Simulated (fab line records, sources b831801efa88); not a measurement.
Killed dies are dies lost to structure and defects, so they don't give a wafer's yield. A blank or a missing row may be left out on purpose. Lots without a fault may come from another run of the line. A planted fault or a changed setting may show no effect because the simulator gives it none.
Chamber matching | flow gf180mcu | GF_V3_CMP_26 on cmp-01: 4 sister chambers
The step polishes, stops on SiO2, t overpolish 15 s, target thk 0 nm. 8 wafers are shown with their chamber, then 7 later ones without.

WAFERS WITH THEIR CHAMBER
wafer  | chamber | motor_current_A (A) | time_to_endpoint_s (s)
L323.5 | 1       | 12.1                | 80
L328.3 | 2       | 11.5                | 86
L328.6 | 0       | 9.2                 | 78
L331.1 | 1       | 11.7                | 83
L331.3 | 0       | 9.3                 | 77
L331.6 | 2       | 11.6                | 85
L334.2 | 3       | 9.0                 | 76
L334.5 | 3       | 9.3                 | 76

WAFERS WITHOUT THEIR CHAMBER
wafer  | motor_current_A (A) | time_to_endpoint_s (s)
L334.6 | 11.7                | 89
L336.1 | 8.9                 | 78
L336.2 | 10.9                | 89
L336.6 | 9.6                 | 76
L337.3 | 11.6                | 80
L337.4 | 11.4                | 85
L337.5 | 9.3                 | 74

WHICH CHAMBER EACH WENT THROUGH
wafer  | from the rows above     | in truth
L334.6 | 2                       | 2
L336.1 | can't be placed: 0 or 3 | 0
L336.2 | 2                       | 2
L336.6 | can't be placed: 0 or 3 | 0
L337.3 | 1                       | 1
L337.4 | 2                       | 2
L337.5 | can't be placed: 3 or 0 | 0
Placed correctly: 4 of 7. Can't be placed from these rows: 3 (the true chamber is among the candidates in 3). Placed wrongly: 0.
How it was worked out, from the rows above alone: a wafer's distance from a chamber is the root of the sum, over the readings, of the square of ((its reading less the chamber's mean) divided by the reading's scatter). The wafer belongs to the nearest chamber; if the next one is less than 2 further off, it can't be placed. A chamber's mean is the mean of its shown wafers. The scatter: the root of (the sum of the squares of (reading less its chamber's mean) over the shown wafers, divided by (wafers less chambers)).
